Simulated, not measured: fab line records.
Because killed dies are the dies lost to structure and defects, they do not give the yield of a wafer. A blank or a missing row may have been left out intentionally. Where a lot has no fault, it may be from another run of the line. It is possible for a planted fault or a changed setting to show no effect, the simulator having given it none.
fab line records ; flow sky130
record: lots: 5; wafers: 15; lastDay: 50
route steps=708 shown LDD_N@247 LDD_P@255 LDD_HVN@267 LDD_HVP@278 PAD_OPEN@708
lots untouched by any fault: they come from a run of this same line in which no faults occurred
startH: hours from the record's first day to the start of the lot's first wafer shown ; waitH: hours from the lot's prior step to this one ; " unchanged from the row above ; L1.1+2: one row covering several wafers at once ; - no value present, or no start provided ; * or withheld: withheld ; < > ~ a bound
route shown NAME@n: NAME is a module with steps in the file, n the number in the route of the first one ; usual: average and standard deviation across the fault-free wafers ; same: alike in all rows ; chamber/n: place in a boat ; sites: per-site readings ; _std_site: the values' standard deviation ; _edge_site: the outer-site mean with the inner-site mean subtracted ; radiusMm: for every site, how far away it sits from the centre of the wafer ; mask NAME#n: copy n ; behind: tool/chamber where the wafer was last shaped ; hold: why the lot went on hold/how many hours it stayed there/how the hold came to an end ; device: whichever transistor did not switch (one of n, p or np) ; end of line: the same wafers' tests at the end of the route ; a step with no rows: only its recipe ; killed: dies lost to structure and defects at the first sort, not the wafer's yield ; map: shows each die of a wafer: x if killed, . if not, _ if none is there
set.NAME: setting as actually run; set.NAME@STEP: the setting as run at that earlier step ; model.NAME: the simulator's own value behind a step, which no gauge read
lots at selected steps of the route; one table per step, one row per wafer
services: from which hour (startH, from the record's first day; less than 0 if before it) a tool's chamber was out of use, for how many hours, and why
== steps ==
step: SKY_LDD_N_IMPLANT_10
recipe: species: As; energyKev: 20; doseCm2: 7.5e+13; tiltDeg: withheld; rotationDeg: 203
step: SKY_LDD_N_IMPLANT_11
recipe: species: As; energyKev: 20; doseCm2: 7.5e+13; tiltDeg: withheld; rotationDeg: 293
step: SKY_LDD_N_IMPLANT_12
recipe: species: BF2; energyKev: 50; doseCm2: 5e+12; tiltDeg: 30; rotationDeg: 0
step: SKY_LDD_N_IMPLANT_13
recipe: species: BF2; energyKev: 50; doseCm2: 5e+12; tiltDeg: 30; rotationDeg: 90
step: SKY_LDD_N_IMPLANT_14
recipe: species: BF2; energyKev: 50; doseCm2: 5e+12; tiltDeg: 30; rotationDeg: 180
step: SKY_LDD_N_IMPLANT_15
recipe: species: BF2; energyKev: 50; doseCm2: 5e+12; tiltDeg: 30; rotationDeg: 270
step: SKY_LDD_N_STRIP_16
recipe: chemistry: O2/N2; powerW: 1400; pressureMtorr: 1500; platenTempC: withheld; o2FlowSccm: 3000; n2FlowSccm: 300; overashFraction: 0.5
usual: drypumpMotorCurrentA: 5.9/0.37; oesProductAu: 0.407/0.005; stripTimeToEndpointS: 4.316/0.016
lot.wafer;tool;chamber;startH;waitH;drypumpMotorCurrentA;oesProductAu;rfHoursCounterH;stripTimeToEndpointS
L659.1;plasmaAsher-01;0;427.77;0.1;5.7;0.410;76;4.322
L659.4;plasmaAsher-01;0;427.77;0.1;5.7;0.409;-;4.311
L659.6;plasmaAsher-01;0;427.77;0.1;5.7;0.402;-;4.298
L669.1;plasmaAsher-04;1;521.82;0.1;6.1;0.407;72;4.304
L669.4;plasmaAsher-04;1;521.82;0.1;6.1;0.403;-;4.331
L669.6;plasmaAsher-04;0;521.82;0.1;5.7;0.400;-;4.320
L670.1;plasmaAsher-01;0;551.87;0.1;5.7;0.399;84;4.275
L670.3;plasmaAsher-01;0;551.87;0.1;5.7;0.399;-;4.282
L670.4;plasmaAsher-01;1;551.87;0.1;6.5;0.407;-;4.330
L677.1;plasmaAsher-01;1;588.57;0.1;6.5;0.410;88;4.330
L677.2;plasmaAsher-01;0;588.57;0.1;5.7;0.411;88;4.329
L677.6;plasmaAsher-01;0;588.57;0.1;5.8;0.415;-;4.311
L679.1;plasmaAsher-03;1;617.12;0.1;5.7;0.410;21;4.321
L679.2;plasmaAsher-03;0;617.12;0.1;5.3;0.407;21;4.319
L679.3;plasmaAsher-03;1;617.12;0.1;5.7;0.409;-;4.328
step: SKY_LDD_N_TW_MEAS_17
usual: LDD_N_TW: 2589/12
lot.wafer;tool;chamber;startH;waitH;LDD_N_TW
L659.1;filmMetro-01;-;427.87;0.1;2592
L659.4;filmMetro-01;-;427.87;0.1;2572
L659.6;filmMetro-01;-;427.87;0.1;2584
L669.1;filmMetro-02;-;521.92;0.1;2592
L669.4;filmMetro-02;-;521.92;0.1;2575
L669.6;filmMetro-02;-;521.92;0.1;2591
L670.1;filmMetro-01;-;551.97;0.1;2598
L670.3;filmMetro-01;-;551.97;0.1;2596
L670.4;filmMetro-01;-;551.97;0.1;2575
L677.1;filmMetro-02;-;588.67;0.1;2574
L677.2;filmMetro-02;-;588.67;0.1;2569
L677.6;filmMetro-02;-;588.67;0.1;2565
L679.1;filmMetro-04;-;617.22;0.1;2597
L679.2;filmMetro-04;-;617.22;0.1;2610
L679.3;filmMetro-04;-;617.22;0.1;2604
step: SKY_LDD_P_DEHYDRATE_00
recipe: tempC: 200; timeS: 60
step: SKY_LDD_P_HMDS_01
recipe: primeTimeS: 60; primeTempC: 120
step: SKY_LDD_P_COAT_02
recipe: resist: NOVOLAK; spinRpm: 3000; resistThkNm: 1140
step: SKY_LDD_P_SOFTBAKE_03
recipe: tempC: 91.09; timeS: 60; resist: NOVOLAK
step: SKY_LDD_P_EXPOSE_04
recipe: maskId: PSDM; na: 0.6; sourceShape: conventional; sigmaOuter: 0.6; polarization: unpolarized; targetCdNm: 380; doseMj: 138
usual: exposureDoseMJCm2: 137.85/0.16
same: na: 0.6
lot.wafer;tool;chamber;startH;waitH;mask;exposureDoseMJCm2
L659.1;ilineStepper-02;0;443.68;-;HVPTM#0;137.84
L659.4;ilineStepper-02;0;443.68;-;HVPTM#0;137.70
L659.6;ilineStepper-02;0;443.68;-;HVPTM#0;138.17
L669.1;ilineStepper-01;0;538.17;-;PSDM#0;137.75
L669.4;ilineStepper-01;0;538.17;-;PSDM#0;137.61
L669.6;ilineStepper-01;0;538.17;-;PSDM#0;137.87
L670.1;ilineStepper-01;0;566.79;-;PSDM#0;137.77
L670.3;ilineStepper-01;0;566.79;-;PSDM#0;137.83
L670.4;ilineStepper-01;0;566.79;-;PSDM#0;138.12
L677.1;ilineStepper-02;0;605.33;-;PSDM#0;137.68
L677.2;ilineStepper-02;0;605.33;-;PSDM#0;137.65
L677.6;ilineStepper-02;0;605.33;-;PSDM#0;137.49
L679.1;ilineStepper-02;0;633.28;-;PSDM#0;137.75
L679.2;ilineStepper-02;0;633.28;-;PSDM#0;137.69
L679.3;ilineStepper-02;0;633.28;-;PSDM#0;137.78
step: SKY_LDD_P_PEB_05
recipe: tempC: withheld; timeS: *; resist: NOVOLAK
step: SKY_LDD_P_DEVELOP_06
recipe: resist: NOVOLAK; developer: TMAH; developTimeS: 60; devTempC: 23
step: SKY_LDD_P_CD_MEAS_07
recipe: targetCdNm: 380
usual: cdNm: 379.9/2.7
lot.wafer;tool;chamber;startH;waitH;cdNm
L659.1;cdSem-02;-;458.03;0.1;-
L659.4;cdSem-02;-;458.03;0.1;-
L659.6;cdSem-02;-;458.03;0.1;-
L669.1;cdSem-02;-;551.98;0.1;374.4
L669.4;cdSem-02;-;551.98;0.1;374.4
L669.6;cdSem-02;-;551.98;0.1;376.5
L670.1;cdSem-02;-;581.69;0.1;377.4
L670.3;cdSem-02;-;581.69;0.1;374.4
L670.4;cdSem-02;-;581.69;0.1;375.0
L677.1;cdSem-01;-;618.23;0.1;384.6
L677.2;cdSem-01;-;618.23;0.1;382.5
L677.6;cdSem-01;-;618.23;0.1;385.5
L679.1;cdSem-01;-;646.43;0.1;382.5
L679.2;cdSem-01;-;646.43;0.1;382.3
L679.3;cdSem-01;-;646.43;0.1;384.4
step: SKY_LDD_P_OVL_MEAS_08
usual: LDD_P_OVL: -0.7/1.3
lot.wafer;tool;chamber;startH;waitH;LDD_P_OVL[nm]
L659.1;overlay-01;-;458.15;0.1;-
L659.4;overlay-01;-;458.15;0.1;-
L659.6;overlay-01;-;458.15;0.1;-
L669.1;overlay-01;-;552.10;0.1;-1.1
L669.4;overlay-01;-;552.10;0.1;-0.6
L669.6;overlay-01;-;552.10;0.1;-1.3
L670.1;overlay-01;-;581.81;0.1;1.4
L670.3;overlay-01;-;581.81;0.1;0.8
L670.4;overlay-01;-;581.81;0.1;1.5
L677.1;overlay-02;-;618.35;0.1;-2.9
L677.2;overlay-02;-;618.35;0.1;-0.2
L677.6;overlay-02;-;618.35;0.1;-1.2
L679.1;overlay-01;-;646.55;0.1;-0.7
L679.2;overlay-01;-;646.55;0.1;-0.9
L679.3;overlay-01;-;646.55;0.1;0.3
step: SKY_LDD_P_IMPLANT_09
recipe: species: BF2; energyKev: 25; doseCm2: 1e+13; tiltDeg: withheld
step: SKY_LDD_P_STRIP_10
recipe: chemistry: O2/N2; powerW: 1400; pressureMtorr: 1500; platenTempC: withheld; o2FlowSccm: 3000; n2FlowSccm: 300; overashFraction: 0.5
usual: drypumpMotorCurrentA: 5.62/0.28; oesProductAu: 0.716/0.0045; stripTimeToEndpointS: 14.15/0.039
lot.wafer;tool;chamber;startH;waitH;drypumpMotorCurrentA;oesProductAu;rfHoursCounterH;stripTimeToEndpointS
L659.1;plasmaAsher-02;1;458.34;0.1;5.61;0.707;30;14.19
L659.4;plasmaAsher-02;1;458.34;0.1;5.63;0.722;-;14.14
L659.6;plasmaAsher-02;1;458.34;0.1;5.62;0.717;-;14.15
L669.1;plasmaAsher-02;0;552.29;0.1;5.23;0.716;40;14.19
L669.4;plasmaAsher-02;1;552.29;0.1;5.62;0.715;-;14.11
L669.6;plasmaAsher-02;1;552.29;0.1;5.60;0.710;-;14.15
L670.1;plasmaAsher-02;0;582.00;0.1;5.28;0.714;43;14.10
L670.3;plasmaAsher-02;0;582.00;0.1;5.30;0.720;-;14.05
L670.4;plasmaAsher-02;1;582.00;0.1;5.63;0.714;-;14.05
L677.1;plasmaAsher-02;1;618.54;0.1;5.61;0.715;47;14.16
L677.2;plasmaAsher-02;0;618.54;0.1;5.27;0.719;47;14.14
L677.6;plasmaAsher-02;1;618.54;0.1;5.62;0.709;-;14.19
L679.1;plasmaAsher-04;0;646.74;0.1;5.75;0.717;85;14.18
L679.2;plasmaAsher-04;1;646.74;0.1;6.08;0.721;85;14.17
L679.3;plasmaAsher-04;0;646.74;0.1;5.74;0.714;-;14.18
step: SKY_LDD_P_TW_MEAS_11
usual: LDD_P_TW: 637.3/2.6
lot.wafer;tool;chamber;startH;waitH;LDD_P_TW
L659.1;filmMetro-03;-;458.44;0.1;29.9
L659.4;filmMetro-03;-;458.44;0.1;30.3
L659.6;filmMetro-03;-;458.44;0.1;30.0
L669.1;filmMetro-03;-;552.46;0.1;641.8
L669.4;filmMetro-03;-;552.46;0.1;639.5
L669.6;filmMetro-03;-;552.46;0.1;638.8
L670.1;filmMetro-03;-;582.10;0.1;639.6
L670.3;filmMetro-03;-;582.10;0.1;637.0
L670.4;filmMetro-03;-;582.10;0.1;639.4
L677.1;filmMetro-04;-;618.64;0.1;637.1
L677.2;filmMetro-04;-;618.64;0.1;639.3
L677.6;filmMetro-04;-;618.64;0.1;634.8
L679.1;filmMetro-04;-;646.84;0.1;637.8
L679.2;filmMetro-04;-;646.84;0.1;635.3
L679.3;filmMetro-04;-;646.84;0.1;639.6
step: SKY_LDD_HVN_DEHYDRATE_00
recipe: tempC: 200; timeS: 60
step: SKY_LDD_HVN_HMDS_01
recipe: primeTimeS: 60; primeTempC: 120
step: SKY_LDD_HVN_COAT_02
recipe: resist: NOVOLAK; spinRpm: 3000; resistThkNm: 300
step: SKY_LDD_HVN_SOFTBAKE_03
recipe: tempC: 90; timeS: 60; resist: NOVOLAK
step: SKY_LDD_HVN_EXPOSE_04
recipe: maskId: HVNTM; na: 0.6; sourceShape: conventional; sigmaOuter: 0.6; polarization: unpolarized; targetCdNm: 700; doseMj: 127
step: SKY_LDD_HVN_PEB_05
recipe: tempC: withheld; timeS: *; resist: NOVOLAK
step: SKY_LDD_HVN_DEVELOP_06
recipe: resist: NOVOLAK; developer: TMAH; developTimeS: 60; devTempC: 23
step: SKY_LDD_HVN_OVL_MEAS_07
usual: LDD_HVN_OVL: -1.3/1.2
lot.wafer;tool;chamber;startH;waitH;LDD_HVN_OVL[nm]
L659.1;overlay-01;-;487.98;0.1;-1.3
L659.4;overlay-01;-;487.98;0.1;-0.9
L659.6;overlay-01;-;487.98;0.1;-0.3
L669.1;overlay-01;-;582.12;0.1;-2.7
L669.4;overlay-01;-;582.12;0.1;-0.5
L669.6;overlay-01;-;582.12;0.1;-1.8
L670.1;overlay-02;-;611.69;0.1;-1.3
L670.3;overlay-02;-;611.69;0.1;-0.8
L670.4;overlay-02;-;611.69;0.1;-1.9
L677.1;overlay-01;-;647.38;0.1;-0.3
L677.2;overlay-01;-;647.38;0.1;0.5
L677.6;overlay-01;-;647.38;0.1;-1.0
L679.1;overlay-02;-;675.03;0.1;-0.7
L679.2;overlay-02;-;675.03;0.1;-1.0
L679.3;overlay-02;-;675.03;0.1;-0.4
step: SKY_LDD_HVN_IMPLANT_08
recipe: species: P; energyKev: 60; doseCm2: 3e+13; tiltDeg: 40
step: SKY_LDD_HVN_STRIP_09
recipe: chemistry: O2/N2; powerW: 1362; pressureMtorr: 1500; platenTempC: withheld; o2FlowSccm: 3000; n2FlowSccm: 300; overashFraction: 0.5
usual: drypumpMotorCurrentA: 5.8/0.45; oesProductAu: 0.408/0.0043; stripTimeToEndpointS: 4.232/0.015
lot.wafer;tool;chamber;startH;waitH;drypumpMotorCurrentA;oesProductAu;rfHoursCounterH;stripTimeToEndpointS
L659.1;plasmaAsher-02;0;488.17;0.1;5.3;0.409;33;4.231
L659.4;plasmaAsher-02;0;488.17;0.1;5.3;0.407;-;4.212
L659.6;plasmaAsher-02;0;488.17;0.1;5.3;0.418;-;4.237
L669.1;plasmaAsher-01;1;582.30;0.1;6.6;0.408;87;4.232
L669.4;plasmaAsher-01;0;582.30;0.1;5.7;0.404;-;4.257
L669.6;plasmaAsher-01;0;582.30;0.1;5.7;0.410;-;4.241
L670.1;plasmaAsher-02;0;611.87;0.1;5.3;0.406;45;4.219
L670.3;plasmaAsher-02;1;611.87;0.1;5.6;0.409;-;4.237
L670.4;plasmaAsher-02;0;611.87;0.1;5.3;0.403;-;4.226
L677.1;plasmaAsher-03;1;647.57;0.1;5.8;0.413;24;4.228
L677.2;plasmaAsher-03;0;647.57;0.1;5.3;0.403;24;4.241
L677.6;plasmaAsher-03;1;647.57;0.1;5.8;0.411;-;4.244
L679.1;plasmaAsher-03;0;675.22;0.1;5.3;0.412;27;4.231
L679.2;plasmaAsher-03;1;675.22;0.1;5.7;0.416;27;4.250
L679.3;plasmaAsher-03;0;675.22;0.1;5.3;0.408;-;4.226
step: SKY_LDD_HVN_TW_MEAS_10
usual: LDD_HVN_TW: 1441/7.5
lot.wafer;tool;chamber;startH;waitH;LDD_HVN_TW
L659.1;filmMetro-02;-;488.27;0.1;1443
L659.4;filmMetro-02;-;488.27;0.1;1435
L659.6;filmMetro-02;-;488.27;0.1;1439
L669.1;filmMetro-03;-;582.40;0.1;1449
L669.4;filmMetro-03;-;582.40;0.1;1447
L669.6;filmMetro-03;-;582.40;0.1;1447
L670.1;filmMetro-01;-;612.01;0.1;1437
L670.3;filmMetro-01;-;612.01;0.1;1441
L670.4;filmMetro-01;-;612.01;0.1;1437
L677.1;filmMetro-02;-;647.67;0.1;1443
L677.2;filmMetro-02;-;647.67;0.1;1445
L677.6;filmMetro-02;-;647.67;0.1;1434
L679.1;filmMetro-03;-;675.32;0.1;1448
L679.2;filmMetro-03;-;675.32;0.1;1445
L679.3;filmMetro-03;-;675.32;0.1;1450
step: SKY_LDD_HVP_DEHYDRATE_00
recipe: tempC: 200; timeS: 60
step: SKY_LDD_HVP_HMDS_01
recipe: primeTimeS: 60; primeTempC: 120
step: SKY_LDD_HVP_COAT_02
recipe: resist: NOVOLAK; spinRpm: 3000; resistThkNm: 300
step: SKY_LDD_HVP_SOFTBAKE_03
recipe: tempC: 90; timeS: 60; resist: NOVOLAK
step: SKY_LDD_HVP_EXPOSE_04
recipe: maskId: HVPTM; na: 0.6; sourceShape: conventional; sigmaOuter: 0.6; polarization: unpolarized; targetCdNm: 700; doseMj: 86
step: SKY_LDD_HVP_PEB_05
recipe: tempC: withheld; timeS: *; resist: NOVOLAK
step: SKY_LDD_HVP_DEVELOP_06
recipe: resist: NOVOLAK; developer: TMAH; developTimeS: 60; devTempC: 23
step: SKY_LDD_HVP_OVL_MEAS_07
usual: LDD_HVP_OVL: 0.3/1.3
lot.wafer;tool;chamber;startH;waitH;LDD_HVP_OVL[nm]
L659.1;overlay-01;-;519.37;0.1;-1.4
L659.4;overlay-01;-;519.37;0.1;0.1
L659.6;overlay-01;-;519.37;0.1;0.4
L669.1;overlay-01;-;611.99;0.1;1.3
L669.4;overlay-01;-;611.99;0.1;2.1
L669.6;overlay-01;-;611.99;0.1;0.4
L670.1;overlay-02;-;640.82;0.1;0.4
L670.3;overlay-02;-;640.82;0.1;0.7
L670.4;overlay-02;-;640.82;0.1;-0.3
L677.1;overlay-01;-;676.18;0.1;-0.6
L677.2;overlay-01;-;676.18;0.1;0.6
L677.6;overlay-01;-;676.18;0.1;-1.0
L679.1;overlay-02;-;703.23;0.1;0.3
L679.2;overlay-02;-;703.23;0.1;1.5
L679.3;overlay-02;-;703.23;0.1;-0.1
step: SKY_LDD_HVP_IMPLANT_08
recipe: species: B; energyKev: 20; doseCm2: 1.7e+13; tiltDeg: 17.9
step: SKY_LDD_HVP_STRIP_09
recipe: chemistry: O2/N2; powerW: 1400; pressureMtorr: 1500; platenTempC: withheld; o2FlowSccm: 3000; n2FlowSccm: 300; overashFraction: 0.5
usual: drypumpMotorCurrentA: 5.8/0.42; oesProductAu: 0.408/0.0049; stripTimeToEndpointS: 4.139/0.014
lot.wafer;tool;chamber;startH;waitH;drypumpMotorCurrentA;oesProductAu;rfHoursCounterH;stripTimeToEndpointS
L659.1;plasmaAsher-02;0;519.55;0.1;5.3;0.409;36;4.120
L659.4;plasmaAsher-02;0;519.55;0.1;5.3;0.412;-;4.118
L659.6;plasmaAsher-02;0;519.55;0.1;5.3;0.408;-;4.111
L669.1;plasmaAsher-02;0;612.17;0.1;5.3;0.397;46;4.140
L669.4;plasmaAsher-02;1;612.17;0.1;5.6;0.405;-;4.142
L669.6;plasmaAsher-02;0;612.17;0.1;5.2;0.406;-;4.137
L670.1;plasmaAsher-04;0;641.00;0.1;5.8;0.415;83;4.154
L670.3;plasmaAsher-04;0;641.00;0.1;5.8;0.404;-;4.160
L670.4;plasmaAsher-04;1;641.00;0.1;6.1;0.409;-;4.141
L677.1;plasmaAsher-04;0;676.37;0.1;5.8;0.413;87;4.146
L677.2;plasmaAsher-04;1;676.37;0.1;6.1;0.409;87;4.135
L677.6;plasmaAsher-04;0;676.37;0.1;5.7;0.403;-;4.155
L679.1;plasmaAsher-02;0;703.42;0.1;5.3;0.400;55;4.151
L679.2;plasmaAsher-02;1;703.42;0.1;5.6;0.411;55;4.148
L679.3;plasmaAsher-02;0;703.42;0.1;5.2;0.405;-;4.172
step: SKY_LDD_HVP_TW_MEAS_10
usual: LDD_HVP_TW: 457.8/1.8
lot.wafer;tool;chamber;startH;waitH;LDD_HVP_TW
L659.1;filmMetro-03;-;519.65;0.1;699.3
L659.4;filmMetro-03;-;519.65;0.1;699.1
L659.6;filmMetro-03;-;519.65;0.1;699.7
L669.1;filmMetro-02;-;612.27;0.1;456.1
L669.4;filmMetro-02;-;612.27;0.1;457.1
L669.6;filmMetro-02;-;612.27;0.1;456.5
L670.1;filmMetro-04;-;641.10;0.1;459.0
L670.3;filmMetro-04;-;641.10;0.1;459.6
L670.4;filmMetro-04;-;641.10;0.1;458.6
L677.1;filmMetro-04;-;676.47;0.1;461.7
L677.2;filmMetro-04;-;676.47;0.1;461.3
L677.6;filmMetro-04;-;676.47;0.1;460.7
L679.1;filmMetro-03;-;703.52;0.1;460.2
L679.2;filmMetro-03;-;703.52;0.1;461.7
L679.3;filmMetro-03;-;703.52;0.1;462.1
step: SKY_PAD_OPEN_PROBE_99
usual: killed_at_M0_to_M3: 43/6.9; killed_at_M4_up: 3.1/1.9; killedAtContacts: 24/5.4; killedAtFrontEnd: 14/4.3; killedAtOther: 0.3/0.53; killedDies: 84/9.5; killedOnRim: 16/4.1; killedOpen: 46/6.8; killedShort: 38/6
same: grossDies: 492; killedAtBackSide: 0
lot.wafer;tool;chamber;startH;waitH;killed_at_M0_to_M3;killed_at_M4_up;killedAtContacts;killedAtFrontEnd;killedAtOther;killedDies;killedOnRim;killedOpen;killedShort
L659.1;prober-01;-;1096.40;0.1;41;2;15;434;0;492;96;39;40
L659.4;prober-01;-;1096.55;0.2;50;1;29;411;1;492;96;49;42
L659.6;prober-01;-;1096.65;0.2;38;5;14;435;0;492;96;38;36
L669.1;prober-01;-;1157.14;0.1;41;3;30;11;0;85;14;53;32
L669.4;prober-01;-;1157.29;0.2;39;5;24;16;0;84;9;45;39
L669.6;prober-01;-;1157.39;0.2;39;4;19;11;1;74;15;38;36
L670.1;prober-01;-;1171.72;0.1;46;3;25;10;0;84;13;46;38
L670.3;prober-01;-;1171.82;0.2;44;3;20;21;0;88;18;42;46
L670.4;prober-01;-;1171.87;0.2;49;4;29;18;2;102;22;55;47
L677.1;prober-02;-;1195.74;0.1;43;5;14;15;0;77;15;44;33
L677.2;prober-02;-;1195.79;0.1;49;6;13;15;0;83;10;35;48
L677.6;prober-02;-;1195.99;0.2;40;4;20;10;0;74;13;35;39
killed by level:class
L659.1 LDD_P:areaExpose=413 FIELD_ISO:geometricParticle:short=7 LI_CONTACT:geometricParticle:open=7 VIA2:geometricParticle:open=7 FIELD_ISO:geometricParticle:open=6 VIA1:geometricParticle:open=5 METAL2:geometricParticle:short=5 VIA2:geometricParticle:short=5
L659.4 LDD_P:areaExpose=401 CONTACT:geometricParticle:open=10 VIA2:geometricParticle:open=8 LOCAL_INTERCONNECT:geometricParticle:short=8 METAL2:geometricParticle:short=8 VIA3:geometricParticle:open=8 LI_CONTACT:geometricParticle:open=7 METAL1:geometricParticle:short=5
L659.6 LDD_P:areaExpose=418 VIA1:geometricParticle:open=9 VIA2:geometricParticle:open=6 FIELD_ISO:geometricParticle:open=4 METAL4:geometricParticle:short=4 POLY_GATE:geometricParticle:short=4 METAL1:geometricParticle:short=4 VIA3:geometricParticle:short=4
L669.1 CONTACT:geometricParticle:open=10 VIA2:geometricParticle:open=10 VIA1:geometricParticle:open=9 LI_CONTACT:geometricParticle:open=8 CONTACT:geometricParticle:short=6 LOCAL_INTERCONNECT:geometricParticle:short=4 VIA3:geometricParticle:open=4 FIELD_ISO:geometricParticle:short=3
L669.4 LI_CONTACT:geometricParticle:open=9 METAL2:geometricParticle:short=9 VIA1:geometricParticle:open=7 CONTACT:geometricParticle:open=6 POLY_GATE:geometricParticle:open=5 METAL1:geometricParticle:short=5 FIELD_ISO:geometricParticle:open=4 VIA2:geometricParticle:open=4
L669.6 VIA1:geometricParticle:open=9 CONTACT:geometricParticle:open=7 FIELD_ISO:geometricParticle:short=5 VIA2:geometricParticle:open=5 LI_CONTACT:geometricParticle:open=5 CONTACT:geometricParticle:short=5 METAL2:geometricParticle:short=5 VIA3:geometricParticle:open=5
L670.1 VIA1:geometricParticle:open=13 CONTACT:geometricParticle:short=9 METAL2:geometricParticle:short=7 VIA3:geometricParticle:open=7 CONTACT:geometricParticle:open=6 VIA1:geometricParticle:short=6 LI_CONTACT:geometricParticle:open=5 METAL1:geometricParticle:short=5
L670.3 VIA1:geometricParticle:open=8 LI_CONTACT:geometricParticle:open=7 VIA3:geometricParticle:open=7 FIELD_ISO:geometricParticle:short=6 VIA2:geometricParticle:short=6 POLY_GATE:geometricParticle:open=5 POLY_GATE:geometricParticle:short=5 CONTACT:geometricParticle:short=5
L670.4 VIA1:geometricParticle:open=12 VIA2:geometricParticle:open=9 VIA3:geometricParticle:open=9 LI_CONTACT:geometricParticle:open=8 CONTACT:geometricParticle:open=7 FIELD_ISO:geometricParticle:short=6 POLY_GATE:geometricParticle:short=6 METAL2:geometricParticle:short=6
L677.1 VIA1:geometricParticle:open=11 VIA3:geometricParticle:open=8 FIELD_ISO:geometricParticle:short=7 CONTACT:geometricParticle:open=7 VIA1:geometricParticle:short=5 METAL1:geometricParticle:short=5 METAL4:geometricParticle:short=5 POLY_GATE:geometricParticle:open=4
L677.2 VIA3:geometricParticle:open=10 METAL2:geometricParticle:short=8 METAL1:geometricParticle:short=7 VIA1:geometricParticle:open=7 CONTACT:geometricParticle:short=5 FIELD_ISO:geometricParticle:short=4 VIA1:geometricParticle:short=4 VIA2:geometricParticle:short=4
L677.6 VIA1:geometricParticle:open=9 CONTACT:geometricParticle:open=8 VIA1:geometricParticle:short=8 VIA2:geometricParticle:open=5 VIA3:geometricParticle:open=4 CONTACT:geometricParticle:short=4 METAL1:geometricParticle:short=4 METAL2:geometricParticle:short=4
map L659.1 (x killed, . not)
__________xxxxxxxxxx_________
________xxxxxxxxxxxxxx_______
______xxxxxxxxxxxxxxxxxx_____
_____xxxxxxxxxxxxxxxxxxxx____
____xxxxxxxxxxxxxxxxxxxxxx___
___xxxxxxxxxxxxxxxxxxxxxxxx__
__xxxxxxxxxxxxxxxxxxxxxxxxxx_
_xxxxxxxxxxxxxxxxxxxxxxxxxxxx
_xxxxxxxxxxxxxxxxxxxxxxxxxxxx
_xxxxxxxxxxxxxxxxxxxxxxxxxxxx
_xxxxxxxxxxxxxxxxxxxxxxxxxxxx
_xxxxxxxxxxxxxxxxxxxxxxxxxxxx
_xxxxxxxxxxxxxxxxxxxxxxxxxxxx
_xxxxxxxxxxxxxxxxxxxxxxxxxxxx
_xxxxxxxxxxxxxxxxxxxxxxxxxxxx
__xxxxxxxxxxxxxxxxxxxxxxxxxx_
___xxxxxxxxxxxxxxxxxxxxxxxx__
____xxxxxxxxxxxxxxxxxxxxxx___
_____xxxxxxxxxxxxxxxxxxxx____
______xxxxxxxxxxxxxxxxxx_____
________xxxxxxxxxxxxxx_______
__________xxxxxxxxxx_________
map L677.2 (x killed, . not)
__________.........._________
________.......x......_______
______......x..........x_____
_____..xx................____
____x..x......x.x.xx......___
___...........x..x.x.......__
__..x.xxx..x....x.x........x_
_.....x....x.....x....xx..x..
_......x....x...xxx.....x...x
_.x...x.x.......x..........x.
_.x.......xx..x...x..........
_.......x..............x.x...
_x..........x...x..xx.......x
_........x...x...x.......xx..
_.............xx.x.....x.x...
__..xx......x..x......x..x.._
___.....x..............x..x__
____.xx....x.x.....x.....x___
_____.......x....x...x...____
______..x..............._____
________.............._______
__________.........._________
== services ==
tool;chamber;startH;hours;kind
ilineStepper-02;-;411.31;1.7;pm
plasmaAsher-03;-;421.25;9.0;pm
plasmaAsher-03;0;421.25;9.0;ventCycle
plasmaAsher-03;1;421.25;9.0;ventCycle
plasmaAsher-03;0;430.25;-;clean
plasmaAsher-03;1;430.25;-;clean
ilineStepper-02;-;433.66;2.1;pm
plasmaAsher-01;-;435.12;40.8;repair
plasmaAsher-02;-;462.74;0.7;repair
plasmaAsher-04;-;467.00;0.3;repair
ilineStepper-01;-;478.86;1.7;pm
ilineStepper-01;-;485.22;16.6;repair
ilineStepper-02;-;488.31;13.1;repair
plasmaAsher-03;-;519.50;0.5;repair
plasmaAsher-04;-;532.02;2.8;pm
plasmaAsher-02;-;538.81;0.7;repair
plasmaAsher-01;-;544.78;4.2;repair
ilineStepper-01;-;559.29;7.1;repair
plasmaAsher-04;-;562.29;14.6;pm
plasmaAsher-04;-;616.74;0.7;repair
ilineStepper-02;-;629.53;1.7;pm
ilineStepper-02;-;646.66;1.0;repair
ilineStepper-02;-;647.17;6.1;repair
ilineStepper-01;-;697.04;1.7;pm
== key ==
firstSign: step: SKY_LDD_P_EXPOSE_04; reading: mask; direction: changed
effect: step: SKY_LDD_P_CD_MEAS_07; reading: cdNm; direction: missing
effect: step: SKY_LDD_P_OVL_MEAS_08; reading: LDD_P_OVL; direction: missing
effect: step: SKY_LDD_P_TW_MEAS_11; reading: LDD_P_TW; direction: down; sigmas: 99+; usual: 637.3; struck: 30.1
effect: step: SKY_LDD_HVP_TW_MEAS_10; reading: LDD_HVP_TW; direction: up; sigmas: 99+; usual: 457.8; struck: 699.4
effect: step: SKY_PAD_OPEN_PROBE_99; reading: killedAtFrontEnd; direction: up; sigmas: 96; usual: 14; struck: 427
moreKillsBornAt: SKY_LDD_P_EXPOSE_04@ilineStepper-02: 1232
metAt SKY_LDD_P_EXPOSE_04
struckWafers L659.1,L659.4,L659.6
testerLeftOut L659
fault: kind: wrongMask; tool: any; chamber: -; onsetH: 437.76; steps: SKY_LDD_P_EXPOSE_04; auxCopy: HVPTM#0; scope: struckLotsOnly
testerLeftOut: of these lots the tester's yield and bins aren't shown, on N5 and GAA mostly nor the transistor test; their killed dies are dies lost to structure and defects alone, not to doping, threshold or leakage, so they don't give the yield
